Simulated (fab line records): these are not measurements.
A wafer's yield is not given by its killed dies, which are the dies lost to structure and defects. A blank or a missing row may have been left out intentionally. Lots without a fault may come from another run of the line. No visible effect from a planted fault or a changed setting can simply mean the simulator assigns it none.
Matching of chambers ; flow gf180mcu ; GF_POLY_GATE_ETCH_13 on rie si-02: 4 sister chambers
The step etches poly-Si in HBr/Cl2, stops on SiO2, target depth 198.5 nm, time 69.6 s. 8 wafers are shown with their chamber, then 9 later ones without.

WAFERS PAIRED WITH THEIR CHAMBERS
wafer;chamber;drypump motor current A (A);oes product au (a.u.)
L785.5;3;5.29;0.997
L788.5;0;5.48;0.989
L789.5;1;5.70;0.996
L791.2;3;5.29;0.990
L791.3;0;5.48;0.988
L792.3;1;5.66;0.996
L792.4;2;5.25;0.992
L792.6;2;5.24;0.995

WAFERS MISSING THEIR CHAMBER
wafer;drypump motor current A (A);oes product au (a.u.)
L796.1;5.28;0.987
L796.4;5.52;0.975
L796.6;5.31;0.981
L797.1;5.23;1.003
L797.3;5.50;0.997
L797.5;5.70;1.009
L799.3;5.25;1.005
L799.5;5.29;1.000
L799.6;5.25;0.998

WHICH CHAMBER EACH ONE RAN IN
wafer;from the rows above;in truth
L796.1;can't be placed: 3 or 2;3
L796.4;0;0
L796.6;can't be placed: 3 or 2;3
L797.1;can't be placed: 2 or 3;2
L797.3;0;0
L797.5;1;1
L799.3;can't be placed: 2 or 3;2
L799.5;can't be placed: 3 or 2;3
L799.6;can't be placed: 2 or 3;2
3 of 9 placed correctly. Not placeable from these rows: 6 (in 6, the candidates include the true chamber). Wrongly placed: 0.
How it was worked out, from the rows above alone: a wafer's distance from a chamber is the root of the sum, over the readings, of the square of ((its reading less the chamber's mean) divided by the reading's scatter). If the next closest chamber is less than 2 further off than the closest, the wafer can't be placed; otherwise it belongs to the closest. For every chamber, the mean is computed from those of its wafers that are shown. The scatter: the root of (the sum of the squares of (reading less its chamber's mean) over the shown wafers, divided by (wafers less chambers)).
